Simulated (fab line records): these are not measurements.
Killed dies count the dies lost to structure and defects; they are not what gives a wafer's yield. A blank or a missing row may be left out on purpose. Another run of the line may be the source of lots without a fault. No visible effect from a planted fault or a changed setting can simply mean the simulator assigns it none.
One fault seen from 2 desks -- flow gf180mcu -- each desk holds nothing but its own numbers, with what lay behind them at the end

## AT THE TOOL OWNER'S DESK: pvd-sputter-01
The tool's own readings at GF_MIM_SPUTTER_07 (material TiN, target thk 60 nm, time 50 s): means of the sampled wafers that have a number, for each lot that ran on this tool. A lot is out of limits, marked OUT, if its mean lies more than 4 standard deviations from the usual mean; the brackets give that distance.
Columns: A = throttle-valve-pct at GF_MIM_SPUTTER_07, usual 30.4 %
lot,first seen here,A
L858,day 24 13:07,30.6
L860,day 25 16:47,29.9
L863,day 26 11:38,29.8
L866,day 27 09:49,30.5
L874,day 29 13:36,30.3
Result from this desk: across the 5 lots, nothing is out of limits.

## AT THE METROLOGY DESK
Lot by lot, what the gauges showed, no matter which tool ran the lot: averages of those sampled wafers that carry a number. A lot is out of limits, marked OUT, if its mean lies more than 4 standard deviations from the usual mean; the brackets give that distance.
Columns: A = V4_W_THK at GF_V4_THK_MEAS_25, usual 365 nm
lot,first seen here,A
L858,day 24 12:28,357
L859,day 25 02:41,361
L860,day 25 16:08,370
L862,day 25 21:05,369
L863,day 26 10:58,373
L866,day 27 09:08,367
L869,day 28 07:40,362
L874,day 29 12:43,365
L875,day 30 04:41,364
L878,day 30 14:07,370
L881,day 31 17:05,366
Result from this desk: across the 11 lots, nothing is out of limits.

## BROUGHT TOGETHER
The tool owner's desk saw nothing out of limits.
The metrology desk saw nothing out of limits.

## WHAT HAD BEEN PUT IN BY THE SIMULATOR
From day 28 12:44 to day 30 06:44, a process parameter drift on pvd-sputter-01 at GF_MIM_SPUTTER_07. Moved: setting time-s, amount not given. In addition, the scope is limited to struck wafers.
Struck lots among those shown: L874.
